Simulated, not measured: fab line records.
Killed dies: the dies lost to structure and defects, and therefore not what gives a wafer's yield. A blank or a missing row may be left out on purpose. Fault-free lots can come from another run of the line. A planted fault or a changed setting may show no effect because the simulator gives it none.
Chamber matching / flow gf180mcu / GF_STI_ETCH_14 on rie si-02 has 4 sister chambers
The step etches Si in HBr/Cl2/O2, target depth 360 nm, time 102.9 s. 8 wafers are shown with their chamber, then 7 later ones without.

== WAFERS PAIRED WITH THEIR CHAMBERS ==
wafer=L800.6; chamber=3; drypump motor current A (A)=6.4; oes product au (a.u.)=1.022
wafer=L803.3; chamber=0; drypump motor current A (A)=5.3; oes product au (a.u.)=1.012
wafer=L803.5; chamber=0; drypump motor current A (A)=5.3; oes product au (a.u.)=1.009
wafer=L804.1; chamber=1; drypump motor current A (A)=6.0; oes product au (a.u.)=1.019
wafer=L804.4; chamber=3; drypump motor current A (A)=6.4; oes product au (a.u.)=1.022
wafer=L804.6; chamber=2; drypump motor current A (A)=6.3; oes product au (a.u.)=1.006
wafer=L805.4; chamber=1; drypump motor current A (A)=6.0; oes product au (a.u.)=1.018
wafer=L805.5; chamber=2; drypump motor current A (A)=6.4; oes product au (a.u.)=1.005

== WAFERS WHOSE CHAMBER IS MISSING ==
wafer=L805.6; drypump motor current A (A)=6.0; oes product au (a.u.)=1.011
wafer=L810.3; drypump motor current A (A)=6.0; oes product au (a.u.)=1.035
wafer=L810.4; drypump motor current A (A)=6.4; oes product au (a.u.)=1.016
wafer=L810.6; drypump motor current A (A)=6.4; oes product au (a.u.)=1.035
wafer=L818.2; drypump motor current A (A)=6.4; oes product au (a.u.)=1.018
wafer=L818.3; drypump motor current A (A)=6.0; oes product au (a.u.)=1.021
wafer=L818.6; drypump motor current A (A)=5.3; oes product au (a.u.)=1.008

== CHAMBER TAKEN BY EACH ==
wafer=L805.6; from the rows above=1; in truth=1
wafer=L810.3; from the rows above=can't be placed: 1 or 3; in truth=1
wafer=L810.4; from the rows above=3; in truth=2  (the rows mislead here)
wafer=L810.6; from the rows above=3; in truth=3
wafer=L818.2; from the rows above=3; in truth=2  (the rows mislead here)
wafer=L818.3; from the rows above=1; in truth=1
wafer=L818.6; from the rows above=0; in truth=0
Correct placement for 4 of the 7. Cannot be placed on the basis of these rows: 1; the candidates contain the true chamber in 1. Placed wrongly: 2.
How it was worked out, from the rows above alone: a wafer's distance from a chamber is the root of the sum, over the readings, of the square of ((its reading less the chamber's mean) divided by the reading's scatter). If the next closest chamber is less than 2 further off than the closest, the wafer can't be placed; otherwise it belongs to the closest. Each chamber's mean is taken over the wafers shown for it. The scatter: take each reading less its chamber's mean, square it, sum over the shown wafers, divide by the number of wafers less the number of chambers, and take the root.
